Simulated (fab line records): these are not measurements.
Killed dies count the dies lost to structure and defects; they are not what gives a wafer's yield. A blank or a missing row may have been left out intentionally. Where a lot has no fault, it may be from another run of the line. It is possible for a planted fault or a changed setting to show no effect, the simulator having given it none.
Comparing a struck lot with a sound one    flow gf180mcu    44 steps out of a route of 602
Sound: the wafers L178.2, L178.3, L178.5. Struck: wafer L188.3; the same lot's L188.2 was not struck, so it is left out; see the end for the cause.
Each step with rows lists, per side, the tool, then ch with its chambers, then its first start. Under that, the readings that differ: sound wafers    struck wafers    difference of the means    sigmas: that difference in standard deviations of wafers without a fault.
alike: readings whose means differ by less than 2 such deviations, and words and numbers that are the same on both sides. not compared: withheld readings, readings that some wafer has no value for, bounds like >300 that may hide the same value, and numbers for which the record gives no deviation and whose values overlap.
A row with sigmas, a row that says differs or no value, or rows on one side alone: a step with any of these is where the two part. Numbers that have no deviation but don't overlap get no sigmas and don't part them. A reading missing from all wafers of one side parts the sides only when that side holds two or more wafers.

first, 2 steps without rows for these wafers: GF_MVSD_IMPLANT_08; GF_MVSD_IMPLANT_09.
GF_MVSD_STRIP_10: strips in O2/N2.
  sound on plasma-asher-03 ch 0,1, day 6 03:31; struck on plasma-asher-01 ch 1, day 8 18:29
reading                      sound        struck  difference  sigmas
drypump-motor-current-A (A)  5.3 5.4 5.4  6.3     +0.9        +2
  alike: heater-power-w, oes-product-au, strip-time-to-endpoint-s
  not compared: rf-hours-counter-h
GF_MVSD_TW_MEAS_11:
  sound on film-metro-01, day 6 03:38; struck on film-metro-03, day 8 18:36
  alike: MVSD_TW
then, 7 steps without rows for these wafers: GF_MVPSD_DEHYDRATE_00 (time 60 s); GF_MVPSD_HMDS_01 (prime time 60 s); GF_MVPSD_COAT_02 (resist thk 3000 nm); GF_MVPSD_SOFTBAKE_03; GF_MVPSD_EXPOSE_04 (exposes mask MVPSD, target cd 1000 nm); GF_MVPSD_PEB_05; GF_MVPSD_DEVELOP_06 (develop time 60 s).
GF_MVPSD_OVL_MEAS_07:
  sound on overlay-02, day 6 18:29; struck on overlay-02, day 9 11:23
  alike: MVPSD_OVL
GF_MVPSD_IMPLANT_08:
  sound on implanter-01 ch 0, day 6 18:32; struck on implanter-02 ch 0, day 9 11:26
reading             sound            struck  difference  sigmas
beam-on-s (s)       10.14 9.81 9.82  10.89   +0.97       +4
faraday-current-uA  83.7 86.3 86.3   77.8    -7.6        -4
  alike: beam-energy-keV
following that, these wafers have no rows for 1 step: GF_MVPSD_IMPLANT_09.
GF_MVPSD_STRIP_10: strips in O2/N2.
  sound on plasma-asher-02 ch 0, day 6 18:49; struck on plasma-asher-03 ch 0, day 9 11:43
reading                      sound        struck  difference  sigmas
drypump-motor-current-A (A)  6.2 6.3 6.3  5.3     -1.0        -2
  alike: heater-power-w, oes-product-au, strip-time-to-endpoint-s
  not compared: rf-hours-counter-h
GF_MVPSD_TW_MEAS_11:
  sound on film-metro-01, day 6 18:56; struck on film-metro-04, day 9 11:49
reading   sound        struck  difference  sigmas
MVPSD_TW  556 556 557  565     +9          +2
then, 7 steps without rows for these wafers: GF_VT_IMPLANT_DEHYDRATE_00 (time 60 s); GF_VT_IMPLANT_HMDS_01 (prime time 60 s); GF_VT_IMPLANT_COAT_02 (resist thk 1000 nm); GF_VT_IMPLANT_SOFTBAKE_03 (time 60 s); GF_VT_IMPLANT_EXPOSE_04 (exposes mask LVPWELL LV AREA, target cd 600 nm); GF_VT_IMPLANT_PEB_05; GF_VT_IMPLANT_DEVELOP_06 (develop time 60 s).
GF_VT_IMPLANT_OVL_MEAS_07:
  sound on overlay-02, day 7 09:53; struck on overlay-02, day 10 05:02
  alike: VT_IMPLANT_OVL
following that, these wafers have no rows for 1 step: GF_VT_IMPLANT_IMPLANT_08.
GF_VT_IMPLANT_STRIP_09: strips in O2/N2.
  sound on plasma-asher-04 ch 1, day 7 10:04; struck on plasma-asher-01 ch 1, day 10 05:13
  alike: drypump-motor-current-A, heater-power-w, oes-product-au, strip-time-to-endpoint-s
  not compared: rf-hours-counter-h
GF_VT_IMPLANT_TW_MEAS_10:
  sound on film-metro-01, day 7 10:10; struck on film-metro-02, day 10 05:19
  alike: VT_IMPLANT_TW
then, 7 steps without rows for these wafers: GF_VT_IMPLANT_DEHYDRATE_11 (time 60 s); GF_VT_IMPLANT_HMDS_12 (prime time 60 s); GF_VT_IMPLANT_COAT_13 (resist thk 1000 nm); GF_VT_IMPLANT_SOFTBAKE_14 (time 60 s); GF_VT_IMPLANT_EXPOSE_15 (exposes mask Nwell LV AREA, target cd 860 nm); GF_VT_IMPLANT_PEB_16; GF_VT_IMPLANT_DEVELOP_17 (develop time 60 s).
GF_VT_IMPLANT_OVL_MEAS_18:
  sound on overlay-01, day 8 02:47; struck on overlay-01, day 10 22:56
reading                 sound         struck  difference  sigmas
VT_IMPLANT_01_OVL (nm)  -2.4 0.9 0.4  2.8     +3.2        +2
following that, these wafers have no rows for 1 step: GF_VT_IMPLANT_IMPLANT_19.
GF_VT_IMPLANT_STRIP_20: strips in O2/N2.
  sound on plasma-asher-01 ch 0, day 8 02:58; struck on plasma-asher-03 ch 0, day 10 23:07
  alike: drypump-motor-current-A, heater-power-w, oes-product-au, strip-time-to-endpoint-s
  not compared: rf-hours-counter-h
GF_VT_IMPLANT_TW_MEAS_21:
  sound on film-metro-02, day 8 03:04; struck on film-metro-02, day 10 23:13
  alike: VT_IMPLANT_2_TW
then, 4 steps without rows for these wafers: GF_VT_IMPLANT_DEHYDRATE_22 (time 60 s); GF_VT_IMPLANT_HMDS_23 (prime time 60 s); GF_VT_IMPLANT_COAT_24 (resist thk 1000 nm); GF_VT_IMPLANT_SOFTBAKE_25 (time 60 s).
GF_VT_IMPLANT_RS_MEAS_49: the measuring method here is four-point-probe.
  sound on film-metro-01, day 9 14:13; struck on film-metro-04, day 12 15:14
reading            sound                 struck  difference  sigmas
MVPSD_RS (ohm/sq)  1165.7 1166.3 1165.8  1130.5  -35.4       -14
following that, these wafers have no rows for 1 step: GF_PASSIVATION_PROBE_99.

== WHERE THEY PART ==
At GF_MVSD_STRIP_10 first; at GF_VT_IMPLANT_RS_MEAS_49 last (within this record only).

WHY: what the simulator had put in
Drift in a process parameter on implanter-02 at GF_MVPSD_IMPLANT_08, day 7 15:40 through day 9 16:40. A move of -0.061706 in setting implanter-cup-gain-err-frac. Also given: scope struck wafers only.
